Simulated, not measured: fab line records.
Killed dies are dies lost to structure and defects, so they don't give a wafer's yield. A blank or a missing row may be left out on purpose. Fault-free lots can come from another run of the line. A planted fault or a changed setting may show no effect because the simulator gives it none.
A struck lot beside a sound one + flow sky130 + 21 out of 708 route steps
Sound: the wafers L398.1, L398.3, L398.5. Struck: wafers L402.3, L402.4, L402.5. The cause is named last.
At each step with rows: each side's tool, then ch and its chambers, then its first start. Under that, the readings that differ: sound wafers + struck wafers + difference of the means + sigmas: that difference in standard deviations of wafers without a fault.
alike: words and numbers the same on both sides, and readings whose means are apart by under 2 such deviations; not compared: readings that were withheld, readings missing a value for some wafer, numbers with overlapping values and no deviation given by the record, and bounds like >300 which may hide the same value.
A row with sigmas, a row that says differs or no value, or rows on one side alone: a step with any of these is where the two part. Numbers that don't overlap but have no deviation are shown without sigmas and don't part them. A reading missing from all wafers of one side parts the sides only when that side holds two or more wafers.

first, 1 step without rows for these wafers: SKY_FIELD_ISO_CVD_24 (deposits SiO2, target thk 595 nm, time 99.2 s).
SKY_FIELD_ISO_THK_MEAS_25:
  sound on filmMetro-03, day 2 23:59; struck on filmMetro-02, day 3 22:02
  alike: FIELD_ISO_CVD_24_THK
then, 1 step without rows for these wafers: SKY_FIELD_ISO_ANNEAL_26 (time 1800 s).
SKY_FIELD_ISO_CMP_27: polishes, stops on Si3N4, t overpolish 15.25 s, target thk 457.8 nm.
  sound on cmp-01 ch 0,2,3, day 3 02:50; struck on cmp-01 ch 0,1,3, day 4 00:59
  alike: edgeZonePressureFrac, motorCurrentA, overpolishRunS, slurryFlowMlMin, timeToEndpointS
then, 5 steps without rows for these wafers: SKY_FIELD_ISO_WET_ETCH_28 (etches SiO2 in dHF, target depth 23.7 nm, time 47 s); SKY_FIELD_ISO_WET_ETCH_29 (etches Si3N4 in H3PO4, target depth 160 nm, time 1825 s); SKY_FIELD_ISO_WET_ETCH_30 (etches SiO2 in dHF, target depth 25 nm, time 50 s); SKY_NWELL_CLEAN_00 (cleans in SC1/SC2, time 150 s); SKY_NWELL_OXIDATION_01 (stabilise 600 s, purge 300 s, target thk 10 nm).
SKY_NWELL_THK_MEAS_02:
  sound on filmMetro-02, day 3 05:25; struck on filmMetro-01, day 4 03:31
  alike: NWELL_OXIDATION_THK
then, 2 steps without rows for these wafers: SKY_DNWELL_DEHYDRATE_00 (time 60 s); SKY_DNWELL_HMDS_01 (prime time 60 s).
SKY_DNWELL_COAT_02: resist thk 3000 nm.
  sound on lithoTrack-02 ch 0, day 3 13:44; struck on lithoTrack-04 ch 0, day 4 11:13
| reading                                 | sound                | struck               | difference | sigmas      |
|-----------------------------------------|----------------------|----------------------|------------|-------------|
| spinSpeedRpm (rpm)                      | 1999.9 2000.5 1998.9 | 2263.0 2264.2 2265.0 | +264.3     | +99 or more |
| model.coat_of_DNWELL_COAT_02.thkNm (nm) | 3013 3005 3010       | 2821 2819 2821       | -189       |             |
  alike: resistLineTempC
then, 3 steps without rows for these wafers: SKY_DNWELL_SOFTBAKE_03; SKY_DNWELL_EXPOSE_04 (exposes mask DNM, target cd 3000 nm); SKY_DNWELL_PEB_05.
SKY_DNWELL_DEVELOP_06: develop time 60 s.
  sound on lithoTrack-02 ch 0; struck on lithoTrack-04 ch 0
| reading                                 | sound          | struck         | difference | sigmas |
|-----------------------------------------|----------------|----------------|------------|--------|
| model.coat_of_DNWELL_COAT_02.thkNm (nm) | 3009 3001 3005 | 2817 2815 2816 | -189       |        |
  alike: resistLineTempC
after that, 1 step had no rows for these wafers: SKY_DNWELL_IMPLANT_07.
SKY_DNWELL_STRIP_08: strips in O2/N2.
  sound on plasmaAsher-02 ch 0,1, day 3 22:26; struck on plasmaAsher-04 ch 0,1, day 4 19:33
| reading                  | sound             | struck            | difference | sigmas |
|--------------------------|-------------------|-------------------|------------|--------|
| stripTimeToEndpointS (s) | 37.05 36.99 37.03 | 34.86 34.84 34.88 | -2.16      | -23    |
  alike: drypumpMotorCurrentA, oesProductAu
  not compared: rfHoursCounterH
SKY_DNWELL_TW_MEAS_09:
  sound on filmMetro-04, day 3 22:32; struck on filmMetro-04, day 4 19:38
  alike: DNWELL_TW
-- the record jumps here: 43 days lie between the struck wafers' starts before and after (it left off in module DNWELL and takes up again in module PAD_OPEN, whose first step shown is number 708 of the route) --
SKY_PAD_OPEN_PROBE_99:
  rows exist in the record for the struck wafers here (prober-01, day 47 13:52), but not for the sound ones

WHERE THEY PART
First at SKY_DNWELL_COAT_02; last, within this record, at SKY_PAD_OPEN_PROBE_99.

WHY: whatever the simulator had introduced
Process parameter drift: lithoTrack-04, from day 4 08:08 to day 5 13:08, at SKY_DNWELL_COAT_02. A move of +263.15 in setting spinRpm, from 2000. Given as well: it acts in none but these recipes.
